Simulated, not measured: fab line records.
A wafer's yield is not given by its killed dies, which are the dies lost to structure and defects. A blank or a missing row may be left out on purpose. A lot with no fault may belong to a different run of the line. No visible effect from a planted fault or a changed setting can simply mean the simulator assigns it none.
fab line records    flow gf180mcu
record lots=14  wafers=42  last-day=34
route steps=602 shown POLY_GATE@164 V1@359 M2@367
lots with no fault: from the same line, run without faults
start-h: start of the lot's first displayed wafer, in hours after the record's first day    wait-h: hours since the lot's step before    " as in the row above    L1.1+2: several wafers, shown together as one row    - no value present, or no start provided    * or withheld: withheld    < > ~ a bound
route shown NAME@n: NAME is a module with steps in the file, n the number in the route of the first one    usual: mean/standard deviation taken from wafers without a fault    same: alike in all rows    chamber/n: place in a boat    sites: the reading at each site    _std_site: the standard deviation of these    _edge_site: inner sites' mean taken away from outer sites' mean    radius-mm: how far each site lies from the wafer's centre    mask NAME#n: copy n    behind: the most recent tool/chamber to have shaped the wafer    hold: reason for holding the lot/hours on hold/outcome of the hold    device: the n, p or np transistor that did not switch    end of line: tests of these same wafers at the route's end    step lacking rows: just its recipe    killed: dies that structure and defects cost at the first sort, which is not the same as the wafer's yield    map: dies across one wafer; x = killed, . = not, _ = none there
set.NAME: setting as actually run; set.NAME@STEP: the setting as run at that earlier step    model.NAME: the simulator's own value behind a step, which no gauge read
route steps across a sampled set of lots; one table per step, one row per wafer
services: from which hour (start-h, from the record's first day; less than 0 if before it) a tool's chamber was out of use, for how many hours, and why
## steps
# step GF_POLY_GATE_EXPOSE_07
# recipe mask-id=Poly2  target-cd-nm=280  na=0.68  source-shape=conventional  sigma-outer=0.6  dose-mj=28
# usual exposure-dose-mJ-cm2=27.993/0.029  focus-offset-nm=0.0/0.53  reticle-temp-C=23.00/0.11
lot.wafer  tool            chamber  start-h  wait-h  mask     exposure-dose-mJ-cm2  focus-offset-nm  reticle-temp-C
L387.2     krf-scanner-01  0        191.41   -       Poly2#0  28.001                -0.3             22.96
L387.3     "               0        "        "       Poly2#0  28.001                -0.3             23.03
L387.5     "               0        "        "       Poly2#0  28.011                0.0              23.04
L388.2     krf-scanner-01  0        199.96   -       Poly2#0  27.983                -1.0             22.92
L388.4     "               0        "        "       Poly2#0  27.972                0.2              23.10
L388.5     "               0        "        "       Poly2#0  28.014                0.4              22.98
L390.1     krf-scanner-01  -        209.51   -       Poly2#0  -                     -                -
L390.4     "               -        "        "       Poly2#0  -                     -                -
L390.6     "               -        "        "       Poly2#0  -                     -                -
L391.2     krf-scanner-02  -        217.48   -       Poly2#0  -                     -                -
L391.3     "               -        "        "       Poly2#0  -                     -                -
L391.6     "               -        "        "       Poly2#0  -                     -                -
L392.2     krf-scanner-01  0        224.53   -       Poly2#0  27.950                0.2              22.94
L392.3     "               0        "        "       Poly2#0  27.995                0.3              23.15
L392.6     "               0        "        "       Poly2#0  27.953                0.7              22.86
L400.2     krf-scanner-02  0        292.21   -       Poly2#0  28.017                0.4              23.07
L400.5     "               0        "        "       Poly2#0  28.034                0.9              22.84
L400.6     "               0        "        "       Poly2#0  28.002                0.3              22.97
L402.2     krf-scanner-02  0        301.10   -       Poly2#0  27.983                -0.6             22.91
L402.4     "               0        "        "       Poly2#0  27.925                -0.4             23.13
L402.6     "               0        "        "       Poly2#0  27.972                -0.5             22.94
L403.2     krf-scanner-01  0        306.25   -       Poly2#0  28.035                -0.5             23.03
L403.3     "               0        "        "       Poly2#0  27.987                0.8              23.18
L403.4     "               0        "        "       Poly2#0  28.010                -0.7             23.14
L405.2     krf-scanner-01  0        321.36   -       Poly2#0  28.021                0.6              23.18
L405.3     "               0        "        "       Poly2#0  28.002                0.1              23.08
L405.5     "               0        "        "       Poly2#0  28.009                0.5              23.07
L406.1     krf-scanner-01  0        327.51   -       Poly2#0  28.010                0.9              22.94
L406.3     "               0        "        "       Poly2#0  27.986                0.5              23.07
L406.6     "               0        "        "       Poly2#0  28.003                0.6              22.79
L407.2     krf-scanner-01  0        335.31   -       Poly2#0  27.965                -1.1             23.07
L407.5     "               0        "        "       Poly2#0  27.969                -0.7             23.17
L407.6     "               0        "        "       Poly2#0  27.986                -1.0             23.03
L408.2     krf-scanner-02  0        341.29   -       Poly2#0  28.006                0.3              23.00
L408.4     "               0        "        "       Poly2#0  28.028                -0.3             22.97
L408.6     "               0        "        "       Poly2#0  28.007                0.2              23.10
L409.3     krf-scanner-01  0        353.61   -       Poly2#0  27.975                0.0              23.08
L409.4     "               0        "        "       Poly2#0  28.017                -0.3             23.05
L409.5     "               0        "        "       Poly2#0  27.955                0.3              23.14
L410.1     krf-scanner-02  0        357.47   -       Poly2#0  27.985                -0.8             22.86
L410.4     "               0        "        "       Poly2#0  27.990                0.2              22.89
L410.5     "               0        "        "       Poly2#0  28.028                0.3              22.85
# step GF_POLY_GATE_CD_MEAS_10
# recipe target-cd-nm=280
# usual cd-nm=280.4/1.3
lot.wafer  tool       chamber  start-h  wait-h  cd-nm
L387.2     cd-sem-02  -        199.47   0.1     282.8
L387.3     "          -        "        "       281.4
L387.5     "          -        "        "       281.7
L388.2     cd-sem-02  -        209.02   0.1     278.9
L388.4     "          -        "        "       279.6
L388.5     "          -        "        "       279.9
L390.1     cd-sem-01  -        217.30   0.1     -
L390.4     "          -        "        "       -
L390.6     "          -        "        "       -
L391.2     cd-sem-01  -        226.78   0.1     -
L391.3     "          -        "        "       -
L391.6     "          -        "        "       -
L392.2     cd-sem-02  -        233.11   0.1     281.5
L392.3     "          -        "        "       283.4
L392.6     "          -        "        "       282.0
L400.2     cd-sem-01  -        302.40   0.1     281.5
L400.5     "          -        "        "       282.6
L400.6     "          -        "        "       282.1
L402.2     cd-sem-01  -        311.58   0.1     279.8
L402.4     "          -        "        "       279.8
L402.6     "          -        "        "       280.5
L403.2     cd-sem-01  -        316.46   0.1     279.5
L403.3     "          -        "        "       279.2
L403.4     "          -        "        "       279.5
L405.2     cd-sem-01  -        332.28   0.1     280.9
L405.3     "          -        "        "       280.7
L405.5     "          -        "        "       281.8
L406.1     cd-sem-01  -        337.94   0.1     279.2
L406.3     "          -        "        "       280.8
L406.6     "          -        "        "       281.6
L407.2     cd-sem-02  -        346.00   0.1     278.2
L407.5     "          -        "        "       279.2
L407.6     "          -        "        "       278.2
L408.2     cd-sem-02  -        352.50   0.1     280.4
L408.4     "          -        "        "       278.3
L408.6     "          -        "        "       279.1
L409.3     cd-sem-02  -        364.35   0.1     282.0
L409.4     "          -        "        "       281.8
L409.5     "          -        "        "       281.6
L410.1     cd-sem-01  -        367.83   0.1     281.3
L410.4     "          -        "        "       282.0
L410.5     "          -        "        "       280.9
# step GF_V1_RS_MEAS_24
# recipe thk-meas-gauge=four-point-probe  reads=W_of_V1_CVD_23+TiN_of_V1_SPUTTER_22+Ti_of_V1_SPUTTER_21
# usual V1_W_RS=0.327/0.0043
lot.wafer  tool           chamber  start-h  wait-h  V1_W_RS[ohm/sq]
L387.2     film-metro-03  -        415.31   0.1     0.324
L387.3     "              -        "        "       0.320
L387.5     "              -        "        "       0.328
L388.2     film-metro-04  -        428.70   0.1     0.320
L388.4     "              -        "        "       0.327
L388.5     "              -        "        "       0.324
L392.2     film-metro-02  -        458.72   0.1     0.336
L392.3     "              -        "        "       0.332
L392.6     "              -        "        "       0.331
L400.2     film-metro-02  -        546.08   0.1     0.333
L400.5     "              -        "        "       0.326
L400.6     "              -        "        "       0.326
L402.2     film-metro-02  -        556.55   0.1     0.325
L402.4     "              -        "        "       0.325
L402.6     "              -        "        "       0.327
L403.2     film-metro-03  -        561.39   0.1     0.326
L403.3     "              -        "        "       0.325
L403.4     "              -        "        "       0.322
L405.2     film-metro-04  -        577.59   0.1     0.322
L405.3     "              -        "        "       0.325
L405.5     "              -        "        "       0.323
L406.1     film-metro-02  -        582.93   0.1     0.328
L406.3     "              -        "        "       0.326
L406.6     "              -        "        "       0.329
L407.2     film-metro-04  -        590.69   0.1     0.327
L407.5     "              -        "        "       0.323
L407.6     "              -        "        "       0.330
L408.2     film-metro-02  -        600.47   0.1     0.329
L408.4     "              -        "        "       0.326
L408.6     "              -        "        "       0.329
L409.3     film-metro-04  -        607.47   0.1     0.319
L409.4     "              -        "        "       0.326
L409.5     "              -        "        "       0.321
L410.1     film-metro-03  -        612.56   0.1     0.320
L410.4     "              -        "        "       0.329
L410.5     "              -        "        "       0.323
# step GF_M2_RS_MEAS_05
# recipe thk-meas-gauge=four-point-probe  reads=TiN_of_M2_SPUTTER_04+Ti_of_M2_SPUTTER_03+AlCu_of_M2_SPUTTER_02+TiN_of_M2_SPUTTER_01+Ti_of_M2_SPUTTER_00
# usual M2_ALCU_RS=0.0693/0.00055
lot.wafer  tool           chamber  start-h  wait-h  M2_ALCU_RS[ohm/sq]
L387.2     film-metro-01  -        416.01   0.0     0.0701
L387.3     "              -        "        "       0.0696
L387.5     "              -        "        "       0.0700
L388.2     film-metro-02  -        429.40   0.0     0.0695
L388.4     "              -        "        "       0.0692
L388.5     "              -        "        "       0.0694
L392.2     film-metro-04  -        459.42   0.0     0.0707
L392.3     "              -        "        "       0.0701
L392.6     "              -        "        "       0.0705
L400.2     film-metro-01  -        546.78   0.0     0.0703
L400.5     "              -        "        "       0.0695
L400.6     "              -        "        "       0.0695
L402.2     film-metro-01  -        557.25   0.0     0.0689
L402.4     "              -        "        "       0.0686
L402.6     "              -        "        "       0.0682
L403.2     film-metro-04  -        562.09   0.0     0.0698
L403.3     "              -        "        "       0.0686
L403.4     "              -        "        "       0.0698
L405.2     film-metro-04  -        578.55   0.0     0.0700
L405.3     "              -        "        "       0.0695
L405.5     "              -        "        "       0.0698
L406.1     film-metro-04  -        583.72   0.1     0.0687
L406.3     "              -        "        "       0.0687
L406.6     "              -        "        "       0.0693
L407.2     film-metro-01  -        591.39   0.0     0.0685
L407.5     "              -        "        "       0.0690
L407.6     "              -        "        "       0.0689
L408.2     film-metro-04  -        601.17   0.0     0.0688
L408.4     "              -        "        "       0.0687
L408.6     "              -        "        "       0.0689
L409.3     film-metro-02  -        608.47   0.1     0.0691
L409.4     "              -        "        "       0.0692
L409.5     "              -        "        "       0.0692
L410.1     film-metro-04  -        613.26   0.0     0.0700
L410.4     "              -        "        "       0.0699
L410.5     "              -        "        "       0.0703
## services
tool            chamber  start-h  hours  kind
krf-scanner-01  -        169.21   4.4    pm
krf-scanner-01  -        179.62   3.6    pm
krf-scanner-02  -        184.78   2.2    repair
krf-scanner-02  -        186.99   1.0    pm
krf-scanner-02  -        190.76   0.8    pm
krf-scanner-02  -        192.13   0.4    repair
krf-scanner-01  -        196.32   1.0    pm
krf-scanner-02  0        201.09   -      calibration
krf-scanner-01  -        201.90   5.5    repair
krf-scanner-02  -        212.62   1.3    pm
krf-scanner-01  -        220.91   2.3    repair
krf-scanner-02  -        255.29   4.0    pm
krf-scanner-01  -        291.33   0.8    pm
krf-scanner-01  0        303.67   -      calibration
krf-scanner-01  -        338.05   1.3    pm
krf-scanner-02  -        355.21   1.0    pm
## key
first-sign step=GF_POLY_GATE_EXPOSE_07  reading=tool-record  direction=missing
effect none on later readings
met-at GF_POLY_GATE_EXPOSE_07
struck-lots L390,L391
later-rows-left-out L390.1,L390.4,L390.6,L391.2,L391.3,L391.6
sort-left-out L390.1,L390.4,L390.6,L391.2,L391.3,L391.6
tester-left-out L390,L391
not-acting-at GF_POLY_GATE_CD_MEAS_10,GF_V1_RS_MEAS_24,GF_M2_RS_MEAS_05
onset-between 199.96 209.51
fault kind=skipped-step-whole  tool=krf-scanner-01,krf-scanner-02  chamber=-  onset-h=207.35  steps=GF_POLY_GATE_EXPOSE_07  scope=struck-lots-only
# tester-left-out: of these lots the tester's yield and bins aren't shown, on N5 and GAA mostly nor the transistor test; their killed dies are dies lost to structure and defects alone, not to doping, threshold or leakage, so they don't give the yield
# sort-left-out: the simulated sort isn't trusted on such a fault, so these wafers' sort isn't shown, and their yield isn't known
# later-rows-left-out: the simulator's readings of these wafers behind a module that went badly wrong aren't trusted and aren't shown, but for the sort
